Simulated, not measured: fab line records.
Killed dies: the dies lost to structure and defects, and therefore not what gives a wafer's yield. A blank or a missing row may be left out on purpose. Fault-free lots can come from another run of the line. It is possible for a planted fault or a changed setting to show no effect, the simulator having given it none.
fab line records / flow sky130
[record] lots = 14 wafers = 42 lastDay = 50
route steps=708 shown VT_ADJUST_HVTP@92 VT_ADJUST_PCH@153 GATE_OXIDE@199 LDD_N@244 PAD_OPEN@708
lots with no fault: from the same line, run without faults
startH: hours from the record's opening day to when the first of the lot's shown wafers began / waitH: hours elapsed since this lot's preceding step / " as in the row above / L1.1+2: a row that stands for several wafers / - value missing, or start not given / * or withheld: withheld / < > ~ a bound
route shown NAME@n: NAME is a module with steps in the file, n the number in the route of the first one / usual: mean and standard deviation over wafers with no fault / same: alike in all rows / chamber/n: place in a boat / sites: readings site by site / _std_site: standard deviation across them / _edge_site: inner sites' mean taken away from outer sites' mean / radiusMm: for every site, how far away it sits from the centre of the wafer / mask NAME#n: copy n / behind: the last tool/chamber to shape the wafer / hold: why the lot went on hold/how many hours it stayed there/how the hold came to an end / device: which transistor (n, p or np) failed to switch / end of line: the same wafers' tests at the end of the route / a step given without rows: its recipe and nothing more / killed: the dies lost at the first sort to structure and to defects; this is not the yield of the wafer / map: a wafer's dies, x killed, . not, _ none there
set.NAME: the setting the step ran with; set.NAME@STEP: the setting that earlier step ran with / model.NAME: the simulator's own value behind a step, which no gauge read
the route's steps for a sample of lots (tables are steps, rows are wafers)
services: when a tool's chamber went out of use (startH, in hours from the record's first day, below 0 if earlier), for how many hours, and the reason
[[steps]]
[step SKY_VT_ADJUST_HVTP_CD_MEAS_07]
[recipe] targetCdNm = 380
[usual] cdNm = 379.8/2.1
lot.wafer=L936.2 tool=cdSem-01 chamber=- startH=126.64 waitH=0.1 cdNm=380.9
lot.wafer=L936.3 tool=cdSem-01 chamber=- startH=126.64 waitH=0.1 cdNm=381.1
lot.wafer=L936.6 tool=cdSem-01 chamber=- startH=126.64 waitH=0.1 cdNm=381.7
lot.wafer=L937.1 tool=cdSem-01 chamber=- startH=132.62 waitH=0.1 cdNm=378.4
lot.wafer=L937.3 tool=cdSem-01 chamber=- startH=132.62 waitH=0.1 cdNm=378.2
lot.wafer=L937.6 tool=cdSem-01 chamber=- startH=132.62 waitH=0.1 cdNm=378.6
lot.wafer=L938.1 tool=cdSem-01 chamber=- startH=140.00 waitH=0.1 cdNm=380.5
lot.wafer=L938.2 tool=cdSem-01 chamber=- startH=140.00 waitH=0.1 cdNm=380.8
lot.wafer=L938.4 tool=cdSem-01 chamber=- startH=140.00 waitH=0.1 cdNm=380.5
lot.wafer=L939.2 tool=cdSem-02 chamber=- startH=146.04 waitH=0.1 cdNm=381.3
lot.wafer=L939.3 tool=cdSem-02 chamber=- startH=146.04 waitH=0.1 cdNm=380.5
lot.wafer=L939.6 tool=cdSem-02 chamber=- startH=146.04 waitH=0.1 cdNm=381.0
lot.wafer=L941.1 tool=cdSem-01 chamber=- startH=155.45 waitH=0.1 cdNm=379.2
lot.wafer=L941.3 tool=cdSem-01 chamber=- startH=155.45 waitH=0.1 cdNm=377.3
lot.wafer=L941.4 tool=cdSem-01 chamber=- startH=155.45 waitH=0.1 cdNm=375.5
lot.wafer=L942.1 tool=cdSem-01 chamber=- startH=161.62 waitH=0.1 cdNm=377.7
lot.wafer=L942.4 tool=cdSem-01 chamber=- startH=161.62 waitH=0.1 cdNm=376.2
lot.wafer=L942.5 tool=cdSem-01 chamber=- startH=161.62 waitH=0.1 cdNm=378.2
lot.wafer=L943.1 tool=cdSem-02 chamber=- startH=173.65 waitH=0.1 cdNm=378.2
lot.wafer=L943.2 tool=cdSem-02 chamber=- startH=173.65 waitH=0.1 cdNm=377.3
lot.wafer=L943.3 tool=cdSem-02 chamber=- startH=173.65 waitH=0.1 cdNm=378.7
lot.wafer=L944.1 tool=cdSem-01 chamber=- startH=188.22 waitH=0.1 cdNm=380.7
lot.wafer=L944.2 tool=cdSem-01 chamber=- startH=188.22 waitH=0.1 cdNm=380.7
lot.wafer=L944.3 tool=cdSem-01 chamber=- startH=188.22 waitH=0.1 cdNm=381.6
lot.wafer=L945.1 tool=cdSem-01 chamber=- startH=196.92 waitH=0.1 cdNm=382.4
lot.wafer=L945.3 tool=cdSem-01 chamber=- startH=196.92 waitH=0.1 cdNm=382.5
lot.wafer=L945.6 tool=cdSem-01 chamber=- startH=196.92 waitH=0.1 cdNm=380.1
lot.wafer=L946.2 tool=cdSem-01 chamber=- startH=197.68 waitH=0.2 cdNm=378.5
lot.wafer=L946.4 tool=cdSem-01 chamber=- startH=197.68 waitH=0.2 cdNm=379.5
lot.wafer=L946.6 tool=cdSem-01 chamber=- startH=197.68 waitH=0.2 cdNm=379.4
lot.wafer=L947.3 tool=cdSem-02 chamber=- startH=204.61 waitH=0.1 cdNm=380.3
lot.wafer=L947.4 tool=cdSem-02 chamber=- startH=204.61 waitH=0.1 cdNm=382.5
lot.wafer=L947.6 tool=cdSem-02 chamber=- startH=204.61 waitH=0.1 cdNm=382.4
lot.wafer=L949.2 tool=cdSem-01 chamber=- startH=210.24 waitH=0.1 cdNm=377.5
lot.wafer=L949.4 tool=cdSem-01 chamber=- startH=210.24 waitH=0.1 cdNm=380.5
lot.wafer=L949.5 tool=cdSem-01 chamber=- startH=210.24 waitH=0.1 cdNm=377.7
lot.wafer=L951.1 tool=cdSem-02 chamber=- startH=223.42 waitH=0.1 cdNm=383.8
lot.wafer=L951.2 tool=cdSem-02 chamber=- startH=223.42 waitH=0.1 cdNm=380.3
lot.wafer=L951.3 tool=cdSem-02 chamber=- startH=223.42 waitH=0.1 cdNm=380.3
lot.wafer=L954.1 tool=cdSem-01 chamber=- startH=242.17 waitH=0.1 cdNm=381.0
lot.wafer=L954.2 tool=cdSem-01 chamber=- startH=242.17 waitH=0.1 cdNm=381.9
lot.wafer=L954.6 tool=cdSem-01 chamber=- startH=242.17 waitH=0.1 cdNm=383.1
[step SKY_VT_ADJUST_PCH_TW_MEAS_10]
[usual] VT_ADJUST_PCH_TW = 141.4/0.76
lot.wafer=L936.2 tool=filmMetro-02 chamber=- startH=233.15 waitH=0.1 VT_ADJUST_PCH_TW=142.7
lot.wafer=L936.3 tool=filmMetro-02 chamber=- startH=233.15 waitH=0.1 VT_ADJUST_PCH_TW=142.2
lot.wafer=L936.6 tool=filmMetro-02 chamber=- startH=233.15 waitH=0.1 VT_ADJUST_PCH_TW=142.2
lot.wafer=L937.1 tool=filmMetro-04 chamber=- startH=240.21 waitH=0.1 VT_ADJUST_PCH_TW=142.0
lot.wafer=L937.3 tool=filmMetro-04 chamber=- startH=240.21 waitH=0.1 VT_ADJUST_PCH_TW=142.1
lot.wafer=L937.6 tool=filmMetro-04 chamber=- startH=240.21 waitH=0.1 VT_ADJUST_PCH_TW=142.3
lot.wafer=L938.1 tool=filmMetro-03 chamber=- startH=247.39 waitH=0.1 VT_ADJUST_PCH_TW=141.7
lot.wafer=L938.2 tool=filmMetro-03 chamber=- startH=247.39 waitH=0.1 VT_ADJUST_PCH_TW=141.3
lot.wafer=L938.4 tool=filmMetro-03 chamber=- startH=247.39 waitH=0.1 VT_ADJUST_PCH_TW=141.7
lot.wafer=L939.2 tool=filmMetro-02 chamber=- startH=256.40 waitH=0.1 VT_ADJUST_PCH_TW=140.9
lot.wafer=L939.3 tool=filmMetro-02 chamber=- startH=256.40 waitH=0.1 VT_ADJUST_PCH_TW=141.4
lot.wafer=L939.6 tool=filmMetro-02 chamber=- startH=256.40 waitH=0.1 VT_ADJUST_PCH_TW=141.3
lot.wafer=L941.1 tool=filmMetro-02 chamber=- startH=266.21 waitH=0.1 VT_ADJUST_PCH_TW=141.8
lot.wafer=L941.3 tool=filmMetro-02 chamber=- startH=266.21 waitH=0.1 VT_ADJUST_PCH_TW=142.9
lot.wafer=L941.4 tool=filmMetro-02 chamber=- startH=266.21 waitH=0.1 VT_ADJUST_PCH_TW=142.1
lot.wafer=L942.1 tool=filmMetro-02 chamber=- startH=273.01 waitH=0.1 VT_ADJUST_PCH_TW=142.4
lot.wafer=L942.4 tool=filmMetro-02 chamber=- startH=273.01 waitH=0.1 VT_ADJUST_PCH_TW=141.9
lot.wafer=L942.5 tool=filmMetro-02 chamber=- startH=273.01 waitH=0.1 VT_ADJUST_PCH_TW=142.2
lot.wafer=L943.1 tool=filmMetro-02 chamber=- startH=290.24 waitH=0.1 VT_ADJUST_PCH_TW=142.2
lot.wafer=L943.2 tool=filmMetro-02 chamber=- startH=290.24 waitH=0.1 VT_ADJUST_PCH_TW=142.9
lot.wafer=L943.3 tool=filmMetro-02 chamber=- startH=290.24 waitH=0.1 VT_ADJUST_PCH_TW=142.7
lot.wafer=L944.1 tool=filmMetro-04 chamber=- startH=308.21 waitH=0.1 VT_ADJUST_PCH_TW=139.8
lot.wafer=L944.2 tool=filmMetro-04 chamber=- startH=308.21 waitH=0.1 VT_ADJUST_PCH_TW=139.5
lot.wafer=L944.3 tool=filmMetro-04 chamber=- startH=308.21 waitH=0.1 VT_ADJUST_PCH_TW=140.7
lot.wafer=L945.1 tool=filmMetro-03 chamber=- startH=317.74 waitH=0.1 VT_ADJUST_PCH_TW=140.6
lot.wafer=L945.3 tool=filmMetro-03 chamber=- startH=317.74 waitH=0.1 VT_ADJUST_PCH_TW=141.7
lot.wafer=L945.6 tool=filmMetro-03 chamber=- startH=317.74 waitH=0.1 VT_ADJUST_PCH_TW=141.8
lot.wafer=L946.2 tool=filmMetro-02 chamber=- startH=319.52 waitH=0.1 VT_ADJUST_PCH_TW=141.9
lot.wafer=L946.4 tool=filmMetro-02 chamber=- startH=319.52 waitH=0.1 VT_ADJUST_PCH_TW=142.7
lot.wafer=L946.6 tool=filmMetro-02 chamber=- startH=319.52 waitH=0.1 VT_ADJUST_PCH_TW=142.2
lot.wafer=L947.3 tool=filmMetro-04 chamber=- startH=325.23 waitH=0.1 VT_ADJUST_PCH_TW=140.3
lot.wafer=L947.4 tool=filmMetro-04 chamber=- startH=325.23 waitH=0.1 VT_ADJUST_PCH_TW=140.9
lot.wafer=L947.6 tool=filmMetro-04 chamber=- startH=325.23 waitH=0.1 VT_ADJUST_PCH_TW=141.2
lot.wafer=L949.2 tool=filmMetro-04 chamber=- startH=334.45 waitH=0.1 VT_ADJUST_PCH_TW=140.8
lot.wafer=L949.4 tool=filmMetro-04 chamber=- startH=334.45 waitH=0.1 VT_ADJUST_PCH_TW=140.2
lot.wafer=L949.5 tool=filmMetro-04 chamber=- startH=334.45 waitH=0.1 VT_ADJUST_PCH_TW=140.6
lot.wafer=L951.1 tool=filmMetro-02 chamber=- startH=349.01 waitH=0.1 VT_ADJUST_PCH_TW=141.8
lot.wafer=L951.2 tool=filmMetro-02 chamber=- startH=349.01 waitH=0.1 VT_ADJUST_PCH_TW=141.1
lot.wafer=L951.3 tool=filmMetro-02 chamber=- startH=349.01 waitH=0.1 VT_ADJUST_PCH_TW=140.9
lot.wafer=L954.1 tool=filmMetro-04 chamber=- startH=371.41 waitH=0.1 VT_ADJUST_PCH_TW=140.3
lot.wafer=L954.2 tool=filmMetro-04 chamber=- startH=371.41 waitH=0.1 VT_ADJUST_PCH_TW=141.3
lot.wafer=L954.6 tool=filmMetro-04 chamber=- startH=371.41 waitH=0.1 VT_ADJUST_PCH_TW=141.6
[step SKY_GATE_OXIDE_WET_ETCH_12]
[recipe] chemistry = dHF targetDepthNm = 16.8 dry = n2Spin target = SiO2 dilution = 100:1 tempC = 25 timeS = 336
[usual] runLengthS = 363/3
lot.wafer=L936.2 tool=wetBench-04 chamber=0 startH=314.61 waitH=0.1 runLengthS=368
lot.wafer=L936.3 tool=wetBench-04 chamber=0 startH=314.61 waitH=0.1 runLengthS=368
lot.wafer=L936.6 tool=wetBench-04 chamber=0 startH=314.61 waitH=0.1 runLengthS=368
lot.wafer=L937.1 tool=wetBench-04 chamber=0 startH=321.49 waitH=0.1 runLengthS=361
lot.wafer=L937.3 tool=wetBench-04 chamber=0 startH=321.49 waitH=0.1 runLengthS=361
lot.wafer=L937.6 tool=wetBench-04 chamber=0 startH=321.49 waitH=0.1 runLengthS=361
lot.wafer=L938.1 tool=wetBench-01 chamber=2 startH=331.36 waitH=0.1 runLengthS=363
lot.wafer=L938.2 tool=wetBench-01 chamber=2 startH=331.36 waitH=0.1 runLengthS=363
lot.wafer=L938.4 tool=wetBench-01 chamber=2 startH=331.36 waitH=0.1 runLengthS=363
lot.wafer=L939.2 tool=wetBench-01 chamber=1 startH=341.61 waitH=0.1 runLengthS=363
lot.wafer=L939.3 tool=wetBench-01 chamber=1 startH=341.61 waitH=0.1 runLengthS=363
lot.wafer=L939.6 tool=wetBench-01 chamber=1 startH=341.61 waitH=0.1 runLengthS=363
lot.wafer=L941.1 tool=wetBench-04 chamber=1 startH=355.34 waitH=0.1 runLengthS=362
lot.wafer=L941.3 tool=wetBench-04 chamber=1 startH=355.34 waitH=0.1 runLengthS=362
lot.wafer=L941.4 tool=wetBench-04 chamber=1 startH=355.34 waitH=0.1 runLengthS=362
lot.wafer=L942.1 tool=wetBench-04 chamber=2 startH=360.34 waitH=0.1 runLengthS=369
lot.wafer=L942.4 tool=wetBench-04 chamber=2 startH=360.34 waitH=0.1 runLengthS=369
lot.wafer=L942.5 tool=wetBench-04 chamber=2 startH=360.34 waitH=0.1 runLengthS=369
lot.wafer=L943.1 tool=wetBench-02 chamber=2 startH=380.63 waitH=0.1 runLengthS=361
lot.wafer=L943.2 tool=wetBench-02 chamber=2 startH=380.63 waitH=0.1 runLengthS=361
lot.wafer=L943.3 tool=wetBench-02 chamber=2 startH=380.63 waitH=0.1 runLengthS=361
lot.wafer=L944.1 tool=wetBench-02 chamber=3 startH=403.34 waitH=0.1 runLengthS=369
lot.wafer=L944.2 tool=wetBench-02 chamber=3 startH=403.34 waitH=0.1 runLengthS=369
lot.wafer=L944.3 tool=wetBench-02 chamber=3 startH=403.34 waitH=0.1 runLengthS=369
lot.wafer=L945.1 tool=wetBench-02 chamber=0 startH=409.46 waitH=0.2 runLengthS=369
lot.wafer=L945.3 tool=wetBench-02 chamber=0 startH=409.46 waitH=0.2 runLengthS=369
lot.wafer=L945.6 tool=wetBench-02 chamber=0 startH=409.46 waitH=0.2 runLengthS=369
lot.wafer=L946.2 tool=wetBench-04 chamber=3 startH=414.81 waitH=0.1 runLengthS=362
lot.wafer=L946.4 tool=wetBench-04 chamber=3 startH=414.81 waitH=0.1 runLengthS=362
lot.wafer=L946.6 tool=wetBench-04 chamber=3 startH=414.81 waitH=0.1 runLengthS=362
lot.wafer=L947.3 tool=wetBench-04 chamber=1 startH=421.13 waitH=0.1 runLengthS=362
lot.wafer=L947.4 tool=wetBench-04 chamber=1 startH=421.13 waitH=0.1 runLengthS=362
lot.wafer=L947.6 tool=wetBench-04 chamber=1 startH=421.13 waitH=0.1 runLengthS=362
lot.wafer=L949.2 tool=wetBench-01 chamber=3 startH=432.81 waitH=0.1 runLengthS=360
lot.wafer=L949.4 tool=wetBench-01 chamber=3 startH=432.81 waitH=0.1 runLengthS=360
lot.wafer=L949.5 tool=wetBench-01 chamber=3 startH=432.81 waitH=0.1 runLengthS=360
lot.wafer=L951.1 tool=wetBench-04 chamber=3 startH=446.01 waitH=0.1 runLengthS=131
lot.wafer=L951.2 tool=wetBench-04 chamber=3 startH=446.01 waitH=0.1 runLengthS=131
lot.wafer=L951.3 tool=wetBench-04 chamber=3 startH=446.01 waitH=0.1 runLengthS=131
lot.wafer=L954.1 tool=wetBench-04 chamber=0 startH=472.73 waitH=0.1 runLengthS=131
lot.wafer=L954.2 tool=wetBench-04 chamber=0 startH=472.73 waitH=0.1 runLengthS=131
lot.wafer=L954.6 tool=wetBench-04 chamber=0 startH=472.73 waitH=0.1 runLengthS=131
[step SKY_LDD_N_OVL_MEAS_07]
[usual] LDD_N_OVL = 1.5/1.3
lot.wafer=L936.2 tool=overlay-02 chamber=- startH=406.48 waitH=0.1 LDD_N_OVL[nm]=1.3
lot.wafer=L936.3 tool=overlay-02 chamber=- startH=406.48 waitH=0.1 LDD_N_OVL[nm]=2.0
lot.wafer=L936.6 tool=overlay-02 chamber=- startH=406.48 waitH=0.1 LDD_N_OVL[nm]=2.3
lot.wafer=L937.1 tool=overlay-02 chamber=- startH=418.49 waitH=0.1 LDD_N_OVL[nm]=1.4
lot.wafer=L937.3 tool=overlay-02 chamber=- startH=418.49 waitH=0.1 LDD_N_OVL[nm]=2.5
lot.wafer=L937.6 tool=overlay-02 chamber=- startH=418.49 waitH=0.1 LDD_N_OVL[nm]=2.0
lot.wafer=L938.1 tool=overlay-02 chamber=- startH=425.57 waitH=0.1 LDD_N_OVL[nm]=1.8
lot.wafer=L938.2 tool=overlay-02 chamber=- startH=425.57 waitH=0.1 LDD_N_OVL[nm]=1.7
lot.wafer=L938.4 tool=overlay-02 chamber=- startH=425.57 waitH=0.1 LDD_N_OVL[nm]=-0.7
lot.wafer=L939.2 tool=overlay-01 chamber=- startH=437.95 waitH=0.1 LDD_N_OVL[nm]=-0.6
lot.wafer=L939.3 tool=overlay-01 chamber=- startH=437.95 waitH=0.1 LDD_N_OVL[nm]=-0.3
lot.wafer=L939.6 tool=overlay-01 chamber=- startH=437.95 waitH=0.1 LDD_N_OVL[nm]=-0.1
lot.wafer=L941.1 tool=overlay-01 chamber=- startH=459.49 waitH=0.1 LDD_N_OVL[nm]=0.8
lot.wafer=L941.3 tool=overlay-01 chamber=- startH=459.49 waitH=0.1 LDD_N_OVL[nm]=-0.9
lot.wafer=L941.4 tool=overlay-01 chamber=- startH=459.49 waitH=0.1 LDD_N_OVL[nm]=-0.3
lot.wafer=L942.1 tool=overlay-02 chamber=- startH=471.57 waitH=0.1 LDD_N_OVL[nm]=0.9
lot.wafer=L942.4 tool=overlay-02 chamber=- startH=471.57 waitH=0.1 LDD_N_OVL[nm]=0.6
lot.wafer=L942.5 tool=overlay-02 chamber=- startH=471.57 waitH=0.1 LDD_N_OVL[nm]=1.0
lot.wafer=L943.1 tool=overlay-01 chamber=- startH=480.89 waitH=0.1 LDD_N_OVL[nm]=2.6
lot.wafer=L943.2 tool=overlay-01 chamber=- startH=480.89 waitH=0.1 LDD_N_OVL[nm]=2.7
lot.wafer=L943.3 tool=overlay-01 chamber=- startH=480.89 waitH=0.1 LDD_N_OVL[nm]=1.9
lot.wafer=L944.1 tool=overlay-02 chamber=- startH=503.02 waitH=0.1 LDD_N_OVL[nm]=1.8
lot.wafer=L944.2 tool=overlay-02 chamber=- startH=503.02 waitH=0.1 LDD_N_OVL[nm]=-0.2
lot.wafer=L944.3 tool=overlay-02 chamber=- startH=503.02 waitH=0.1 LDD_N_OVL[nm]=-1.0
lot.wafer=L945.1 tool=overlay-01 chamber=- startH=511.22 waitH=0.1 LDD_N_OVL[nm]=2.8
lot.wafer=L945.3 tool=overlay-01 chamber=- startH=511.22 waitH=0.1 LDD_N_OVL[nm]=0.7
lot.wafer=L945.6 tool=overlay-01 chamber=- startH=511.22 waitH=0.1 LDD_N_OVL[nm]=0.9
lot.wafer=L946.2 tool=overlay-02 chamber=- startH=515.83 waitH=0.1 LDD_N_OVL[nm]=1.7
lot.wafer=L946.4 tool=overlay-02 chamber=- startH=515.83 waitH=0.1 LDD_N_OVL[nm]=4.2
lot.wafer=L946.6 tool=overlay-02 chamber=- startH=515.83 waitH=0.1 LDD_N_OVL[nm]=2.9
lot.wafer=L947.3 tool=overlay-01 chamber=- startH=523.05 waitH=0.1 LDD_N_OVL[nm]=2.8
lot.wafer=L947.4 tool=overlay-01 chamber=- startH=523.05 waitH=0.1 LDD_N_OVL[nm]=1.8
lot.wafer=L947.6 tool=overlay-01 chamber=- startH=523.05 waitH=0.1 LDD_N_OVL[nm]=3.8
lot.wafer=L949.2 tool=overlay-01 chamber=- startH=532.77 waitH=0.1 LDD_N_OVL[nm]=1.9
lot.wafer=L949.4 tool=overlay-01 chamber=- startH=532.77 waitH=0.1 LDD_N_OVL[nm]=0.6
lot.wafer=L949.5 tool=overlay-01 chamber=- startH=532.77 waitH=0.1 LDD_N_OVL[nm]=1.5
[step SKY_PAD_OPEN_PROBE_99]
[usual] killed_at_M0_to_M3 = 46/6.7 killed_at_M4_up = 3.3/2 killedAtContacts = 24/5.4 killedAtFrontEnd = 15/4.3 killedAtOther = 0.4/0.64 killedDies = 89/9.1 killedOnRim = 17/3.7 killedOpen = 48/7.2 killedShort = 40/6.3
[same] grossDies = 492 killedAtBackSide = 0
lot.wafer=L937.1 tool=prober-02 chamber=- startH=1093.16 waitH=0.1 killed_at_M0_to_M3=48 killed_at_M4_up=2 killedAtContacts=24 killedAtFrontEnd=9 killedAtOther=0 killedDies=83 killedOnRim=12 killedOpen=47 killedShort=36
lot.wafer=L937.3 tool=prober-02 chamber=- startH=1093.26 waitH=0.2 killed_at_M0_to_M3=42 killed_at_M4_up=2 killedAtContacts=22 killedAtFrontEnd=25 killedAtOther=0 killedDies=91 killedOnRim=16 killedOpen=48 killedShort=42
lot.wafer=L937.6 tool=prober-02 chamber=- startH=1093.41 waitH=0.2 killed_at_M0_to_M3=64 killed_at_M4_up=2 killedAtContacts=26 killedAtFrontEnd=13 killedAtOther=1 killedDies=106 killedOnRim=23 killedOpen=61 killedShort=44
lot.wafer=L947.3 tool=prober-01 chamber=- startH=1160.19 waitH=0.2 killed_at_M0_to_M3=45 killed_at_M4_up=7 killedAtContacts=17 killedAtFrontEnd=21 killedAtOther=1 killedDies=91 killedOnRim=22 killedOpen=52 killedShort=38
lot.wafer=L947.4 tool=prober-01 chamber=- startH=1160.24 waitH=0.2 killed_at_M0_to_M3=48 killed_at_M4_up=5 killedAtContacts=17 killedAtFrontEnd=17 killedAtOther=0 killedDies=87 killedOnRim=20 killedOpen=49 killedShort=36
lot.wafer=L947.6 tool=prober-01 chamber=- startH=1160.34 waitH=0.2 killed_at_M0_to_M3=45 killed_at_M4_up=1 killedAtContacts=27 killedAtFrontEnd=18 killedAtOther=0 killedDies=91 killedOnRim=23 killedOpen=46 killedShort=43
lot.wafer=L951.1 tool=prober-01 chamber=- startH=1179.15 waitH=0.1 killed_at_M0_to_M3=44 killed_at_M4_up=2 killedAtContacts=20 killedAtFrontEnd=425 killedAtOther=1 killedDies=492 killedOnRim=96 killedOpen=40 killedShort=42
lot.wafer=L951.2 tool=prober-01 chamber=- startH=1179.20 waitH=0.1 killed_at_M0_to_M3=38 killed_at_M4_up=5 killedAtContacts=21 killedAtFrontEnd=428 killedAtOther=0 killedDies=492 killedOnRim=96 killedOpen=42 killedShort=37
lot.wafer=L951.3 tool=prober-01 chamber=- startH=1179.25 waitH=0.2 killed_at_M0_to_M3=49 killed_at_M4_up=5 killedAtContacts=17 killedAtFrontEnd=421 killedAtOther=0 killedDies=492 killedOnRim=96 killedOpen=43 killedShort=36
lot.wafer=L954.1 tool=prober-01 chamber=- startH=1188.79 waitH=0.1 killed_at_M0_to_M3=36 killed_at_M4_up=2 killedAtContacts=18 killedAtFrontEnd=436 killedAtOther=0 killedDies=492 killedOnRim=96 killedOpen=33 killedShort=31
lot.wafer=L954.2 tool=prober-01 chamber=- startH=1188.84 waitH=0.1 killed_at_M0_to_M3=44 killed_at_M4_up=3 killedAtContacts=27 killedAtFrontEnd=418 killedAtOther=0 killedDies=492 killedOnRim=96 killedOpen=50 killedShort=42
lot.wafer=L954.6 tool=prober-01 chamber=- startH=1189.04 waitH=0.2 killed_at_M0_to_M3=45 killed_at_M4_up=5 killedAtContacts=18 killedAtFrontEnd=422 killedAtOther=2 killedDies=492 killedOnRim=96 killedOpen=47 killedShort=43
// killed by level:class
L937.1 CONTACT:geometricParticle:open=15 VIA1:geometricParticle:open=12 VIA1:geometricParticle:short=8 METAL2:geometricParticle:short=7 METAL1:geometricParticle:short=7 FIELD_ISO:geometricParticle:short=4 VIA2:geometricParticle:open=4 LI_CONTACT:geometricParticle:open=3
L937.3 VIA1:geometricParticle:open=10 FIELD_ISO:geometricParticle:short=8 CONTACT:geometricParticle:open=8 FIELD_ISO:geometricParticle:open=5 VIA2:geometricParticle:open=5 POLY_GATE:geometricParticle:open=5 VIA3:geometricParticle:open=5 LI_CONTACT:geometricParticle:open=4
L937.6 VIA1:geometricParticle:open=21 CONTACT:geometricParticle:open=10 VIA1:geometricParticle:short=10 LOCAL_INTERCONNECT:geometricParticle:short=7 FIELD_ISO:geometricParticle:open=6 METAL2:geometricParticle:short=6 VIA3:geometricParticle:open=6 LI_CONTACT:geometricParticle:open=5
L947.3 VIA1:geometricParticle:open=15 FIELD_ISO:geometricParticle:open=6 VIA2:geometricParticle:open=6 LI_CONTACT:geometricParticle:open=6 METAL2:geometricParticle:short=6 CONTACT:geometricParticle:open=6 METAL1:geometricParticle:short=6 FIELD_ISO:geometricParticle:short=5
L947.4 VIA1:geometricParticle:open=13 VIA1:geometricParticle:short=8 CONTACT:geometricParticle:open=7 METAL2:geometricParticle:short=7 POLY_GATE:geometricParticle:open=6 FIELD_ISO:geometricParticle:open=5 LI_CONTACT:geometricParticle:open=5 METAL1:geometricParticle:short=5
L947.6 CONTACT:geometricParticle:open=11 METAL2:geometricParticle:short=10 VIA1:geometricParticle:open=8 LOCAL_INTERCONNECT:geometricParticle:short=6 VIA3:geometricParticle:open=6 FIELD_ISO:geometricParticle:open=4 LI_CONTACT:geometricParticle:open=4 CONTACT:geometricParticle:short=4
L951.1 GATE_OXIDE:areaEtch=410 VIA1:geometricParticle:short=9 VIA3:geometricParticle:open=8 CONTACT:geometricParticle:open=7 VIA1:geometricParticle:open=6 VIA2:geometricParticle:open=6 POLY_GATE:geometricParticle:short=5 CONTACT:geometricParticle:short=5
L951.2 GATE_OXIDE:areaEtch=413 VIA1:geometricParticle:open=12 VIA1:geometricParticle:short=7 POLY_GATE:geometricParticle:open=6 LI_CONTACT:geometricParticle:open=6 CONTACT:geometricParticle:short=6 CONTACT:geometricParticle:open=6 VIA2:geometricParticle:open=6
L951.3 GATE_OXIDE:areaEtch=413 VIA1:geometricParticle:open=14 METAL2:geometricParticle:short=7 CONTACT:geometricParticle:open=6 VIA3:geometricParticle:open=6 LI_CONTACT:geometricParticle:open=5 METAL1:geometricParticle:short=5 CONTACT:geometricParticle:short=4
L954.1 GATE_OXIDE:areaEtch=428 VIA1:geometricParticle:open=11 CONTACT:geometricParticle:open=7 CONTACT:geometricParticle:short=6 METAL2:geometricParticle:short=6 METAL1:geometricParticle:short=5 VIA2:geometricParticle:open=4 FIELD_ISO:geometricParticle:short=3
L954.2 GATE_OXIDE:areaEtch=400 CONTACT:geometricParticle:open=11 VIA3:geometricParticle:open=6 LI_CONTACT:geometricParticle:open=6 VIA1:geometricParticle:open=6 METAL1:geometricParticle:short=5 VIA1:geometricParticle:short=5 VIA2:geometricParticle:open=5
L954.6 GATE_OXIDE:areaEtch=402 VIA1:geometricParticle:open=9 VIA2:geometricParticle:open=9 VIA1:geometricParticle:short=6 METAL2:geometricParticle:short=5 CONTACT:geometricParticle:open=5 CONTACT:geometricParticle:short=5 VIA3:geometricParticle:open=5
[[services]]
tool=wetBench-01 chamber=- startH=417.41 hours=1.3 kind=repair
tool=wetBench-02 chamber=- startH=422.11 hours=1.9 kind=pm
[[key]]
[firstSign] step = SKY_GATE_OXIDE_WET_ETCH_12 reading = runLengthS direction = down sigmas = 76 usual = * struck = *
[effect] step = SKY_PAD_OPEN_PROBE_99 reading = killedAtFrontEnd direction = up sigmas = 96 usual = 15 struck = 425
[moreKillsBornAt] SKY_GATE_OXIDE_WET_ETCH_12@wetBench-04 = 2466
metAt SKY_GATE_OXIDE_WET_ETCH_12
struckLots L951,L954
laterRowsLeftOut L951.1,L951.2,L951.3,L954.1,L954.2,L954.6
testerLeftOut L951,L954
notActingAt SKY_VT_ADJUST_HVTP_CD_MEAS_07,SKY_VT_ADJUST_PCH_TW_MEAS_10,SKY_LDD_N_OVL_MEAS_07
onsetBetween 421.13 446.01
[fault] kind = processParameterDrift tool = wetBench-04 chamber = - onsetH = 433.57 steps = SKY_GATE_OXIDE_WET_ETCH_12 channel = timeS offset = * shape = step endH = 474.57 actsIn = * stated = *
// testerLeftOut: of these lots the tester's yield and bins aren't shown, on N5 and GAA mostly nor the transistor test; their killed dies are dies lost to structure and defects alone, not to doping, threshold or leakage, so they don't give the yield
// laterRowsLeftOut: the simulator's readings of these wafers behind a module that went badly wrong aren't trusted and aren't shown, but for the sort
